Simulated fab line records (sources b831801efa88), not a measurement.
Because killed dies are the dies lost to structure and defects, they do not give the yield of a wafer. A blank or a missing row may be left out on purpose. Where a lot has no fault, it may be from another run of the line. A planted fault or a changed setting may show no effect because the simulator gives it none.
Chamber matching ; flow sky130 ; cmp-01 running SKY_CONTACT_CMP_04: 4 sister chambers
The step polishes SiO2. 4 wafers are shown with their chamber, then 9 later ones without.

WAFERS, EACH WITH ITS CHAMBER
wafer;chamber;motor current A (A)
L883.3;0;13.3
L890.1;1;10.9
L890.2;2;11.2
L890.6;3;11.8

WAFERS WHOSE CHAMBER IS MISSING
wafer;motor current A (A)
L891.1;10.6
L891.5;11.5
L891.6;11.2
L895.1;10.8
L895.2;13.0
L895.4;11.0
L901.1;11.0
L901.3;10.7
L901.5;11.3

WHICH CHAMBER EACH WENT THROUGH
wafer;from the rows above;in truth
L891.1;can't be placed: 1 or 2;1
L891.5;can't be placed: 2 or 3 or 1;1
L891.6;can't be placed: 2 or 1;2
L895.1;can't be placed: 1 or 2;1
L895.2;0;0
L895.4;can't be placed: 1 or 2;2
L901.1;can't be placed: 1 or 2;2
L901.3;can't be placed: 1 or 2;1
L901.5;can't be placed: 2 or 1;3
1 of 9 placed correctly. Cannot be placed on the basis of these rows: 8; the candidates contain the true chamber in 7. Number placed wrongly: 0.
How it was worked out, from the rows above alone: a wafer's distance from a chamber is the root of the sum, over the readings, of the square of ((its reading less the chamber's mean) divided by the reading's scatter). The wafer belongs to the nearest chamber; if the next one is less than 2 further off, it can't be placed. For every chamber, the mean is computed from those of its wafers that are shown. The scatter: with one shown wafer a chamber, the root of the mean of the squares of how far each hidden wafer lies from its nearest shown one.
